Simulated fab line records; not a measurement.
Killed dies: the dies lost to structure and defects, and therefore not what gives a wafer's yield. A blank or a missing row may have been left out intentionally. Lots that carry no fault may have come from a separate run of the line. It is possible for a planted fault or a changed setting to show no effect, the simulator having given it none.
Struck lot and sound lot, side by side / flow sky130 / 16 out of 708 route steps
Sound: these wafers, L604.1, L604.3, L604.5. Struck: wafer L614.6. (L614.3, L614.5 of the same lot were not struck and are left out.) The cause comes at the end.
Each step with rows lists, per side, the tool, then ch with its chambers, then its first start. Under that, the readings that differ: sound wafers / struck wafers / difference of the means / sigmas: that difference in standard deviations of wafers without a fault.
alike: readings whose means differ by less than 2 such deviations, and words and numbers that are the same on both sides. not compared: withheld readings, readings that some wafer has no value for, bounds like >300 that may hide the same value, and numbers for which the record gives no deviation and whose values overlap.
A row with sigmas, a row that says differs or no value, or rows on one side alone: a step with any of these is where the two part. Numbers that don't overlap but have no deviation are shown without sigmas and don't part them. A reading that every wafer of one side lacks parts them only if that side has two wafers or more.

first, 8 steps without rows for these wafers: SKY_METAL2_DEHYDRATE_07 (time 60 s); SKY_METAL2_HMDS_08 (prime time 60 s); SKY_METAL2_COAT_09 (resist thk 60 nm); SKY_METAL2_COAT_10 (resist thk 450 nm); SKY_METAL2_SOFTBAKE_11 (time 90 s); SKY_METAL2_EXPOSE_12 (exposes mask MM2, target cd 140 nm); SKY_METAL2_PEB_13; SKY_METAL2_DEVELOP_14 (develop time 60 s).
SKY_METAL2_CD_MEAS_15: the cd target is 140 nm.
  sound: cd-sem-01 at day 36 21:50; struck: cd-sem-01 at day 39 18:22
  alike: cd-nm
SKY_METAL2_OVL_MEAS_16:
  sound: overlay-01 at day 36 21:57; struck: overlay-02 at day 39 18:27
  alike: METAL2_OVL
SKY_METAL2_DESCUM_17: chemistry O2, time 8 s.
  sound on rie-metal-01 ch 0,1, day 36 21:59; struck on rie-metal-01 ch 0, day 39 18:29
  alike: drypump-motor-current-A, oes-product-au
  not compared: rf-hours-counter-h
SKY_METAL2_ETCH_18: etches BARC in N2/H2, stops on SiO2, time 45.9 s, target depth 60 nm.
  sound on rie-metal-01 ch 0,1, day 36 22:01; struck on rie-metal-01 ch 0, day 39 18:33
  alike: bias-w, drypump-motor-current-A, oes-product-au, throttle-valve-pct
  not compared: rf-hours-counter-h
SKY_METAL2_METAL_ETCH_19: etches the open film in Cl2/BCl3, stops on SiO2, target depth 360 nm, time 78 s.
  sound on rie-metal-01 ch 0,1, day 36 22:05; struck on rie-metal-01 ch 0, day 39 18:38
reading=bias-w (W); sound=48.68 48.59 48.51; struck=56.35; difference=+7.76; sigmas=+60
reading=oes-product-au (a.u.); sound=0.862 0.858 0.854; struck=0.843; difference=-0.015; sigmas=-3
reading=model.KrF-thick_of_METAL2_COAT_10.thk-nm (nm); sound=153.1 164.5 165.5; struck=141.1; difference=-19.9; sigmas=
  alike: drypump-motor-current-A, throttle-valve-pct
  not compared: rf-hours-counter-h
SKY_METAL2_STRIP_20: strips in O2/N2.
  sound on plasma-asher-04 ch 0,1, day 36 22:10; struck on plasma-asher-04 ch 0, day 39 18:46
reading=oes-product-au (a.u.); sound=0.348 0.343 0.349; struck=0.336; difference=-0.011; sigmas=-2
reading=strip-time-to-endpoint-s (s); sound=2.63 2.75 2.76; struck=2.48; difference=-0.23; sigmas=-5
  alike: drypump-motor-current-A, o2-flow-sccm
  not compared: rf-hours-counter-h
then, 1 step without rows for these wafers: SKY_METAL2_STRIP_21 (strips in post etch residue remover, time 1200 s).
-- the record jumps here: 10 days lie between the struck wafers' starts before and after (it left off in module METAL2 and takes up again in module PAD_OPEN, whose first step shown is number 708 of the route) --
SKY_PAD_OPEN_PROBE_99:
  sound: prober-02 at day 47 02:58; struck: prober-02 at day 49 08:50
  alike: defect-limited-yield, killed_at_M0_to_M3, killed_at_M4_up, killed-at-contacts, killed-at-front-end, killed-at-other, killed-dies, killed-on-rim, killed-open, killed-short, sort_bin_3_pad_short, sort_bin_5_function, sort_bin_6_memory, sort-n-pass, sort-yield-pct

## WHERE THEY PART
First at SKY_METAL2_METAL_ETCH_19; last, within this record, at SKY_METAL2_STRIP_20. Later steps at which nothing parts them and some readings are alike: SKY_PAD_OPEN_PROBE_99.

WHY: the cause the simulator had injected
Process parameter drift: rie-metal-01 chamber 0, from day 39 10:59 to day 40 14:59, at SKY_METAL2_METAL_ETCH_19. Setting bias-w shifted by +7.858 from 48.5. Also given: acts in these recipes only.
